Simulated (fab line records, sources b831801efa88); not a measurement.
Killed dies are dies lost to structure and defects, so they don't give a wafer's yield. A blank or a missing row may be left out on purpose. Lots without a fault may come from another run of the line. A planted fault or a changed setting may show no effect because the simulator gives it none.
One fault seen from 2 desks | flow gf180mcu | each desk has only its own numbers; what lay behind them comes last

THE TOOL OWNER'S DESK: implanter-02
The tool's own readings at GF_HV_LDD_IMPLANT_48: means of the sampled wafers that have a number, for each lot that ran on this tool. A lot is out of limits, marked OUT, if its mean lies more than 4 standard deviations from the usual mean; the brackets give that distance.
Columns: A = beam_energy_keV at GF_HV_LDD_IMPLANT_48, usual 25.000; B = dose_ions_cm2 at GF_HV_LDD_IMPLANT_48, usual 3.001e+13; C = tilt_deg at GF_HV_LDD_IMPLANT_48, usual 7.004 degrees
lot  | first seen here | A      | B                   | C
L812 | day 12 07:55    | 24.997 | 2.998e+13           | 7.010
L815 | day 13 08:01    | 24.993 | 3.003e+13           | 7.015
L822 | day 15 17:13    | 24.997 | 3.046e+13 (+15) OUT | 6.988
L823 | day 15 23:14    | 24.995 | 3.053e+13 (+17) OUT | 6.964
L824 | day 16 05:29    | 25.009 | 3.048e+13 (+15) OUT | 6.999
This desk's finding: out of limits on L822, L823, L824; first on L822, day 15 17:13 (dose_ions_cm2 at GF_HV_LDD_IMPLANT_48). In limits: L812, L815.

THE METROLOGY DESK
What the gauges read, lot by lot, whatever tool the lot ran on: means of the sampled wafers that have a number. A lot is out of limits, marked OUT, if its mean lies more than 4 standard deviations from the usual mean; the brackets give that distance.
Columns: A = HV_LDD_3_TW at GF_HV_LDD_TW_MEAS_38, usual 1439; B = cd_nm at GF_HV_LDD_CD_MEAS_46, usual 400.0 nm; C = HV_LDD_03_OVL at GF_HV_LDD_OVL_MEAS_47, usual 0.7 nm
lot  | first seen here | A    | B     | C
L812 | day 11 12:59    | 1456 | 398.2 | 0.0
L815 | day 12 11:40    | 1426 | 397.9 | 0.7
L822 | day 14 20:03    | 1436 | 399.2 | -2.0
L823 | day 15 02:05    | 1421 | 401.3 | 0.0
L824 | day 15 08:26    | 1452 | 402.4 | -0.9
L830 | day 17 19:11    | 1434 | 399.6 | 2.3
L831 | day 18 00:37    | 1420 | 397.2 | -0.8
This desk's finding: nothing out of limits on any of the 7 lots.

PUT TOGETHER
The tool owner's desk could have raised an alarm at day 15 17:13, on L822, L823, L824.
The metrology desk saw nothing out of limits.
The metrology desk has L822, L823, L824 on record, within its limits.
Of the lots named, all ran GF_HV_LDD_IMPLANT_48 on implanter-02.

WHAT THE SIMULATOR HAD PUT IN
Process parameter drift: implanter-02, from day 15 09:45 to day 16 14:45, at GF_HV_LDD_IMPLANT_48. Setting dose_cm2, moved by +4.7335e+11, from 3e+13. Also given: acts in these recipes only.
Lots struck among those shown: L822, L823, L824.
Hours from the fault's start to each desk's first reading out of limits: the tool owner's desk, 7.
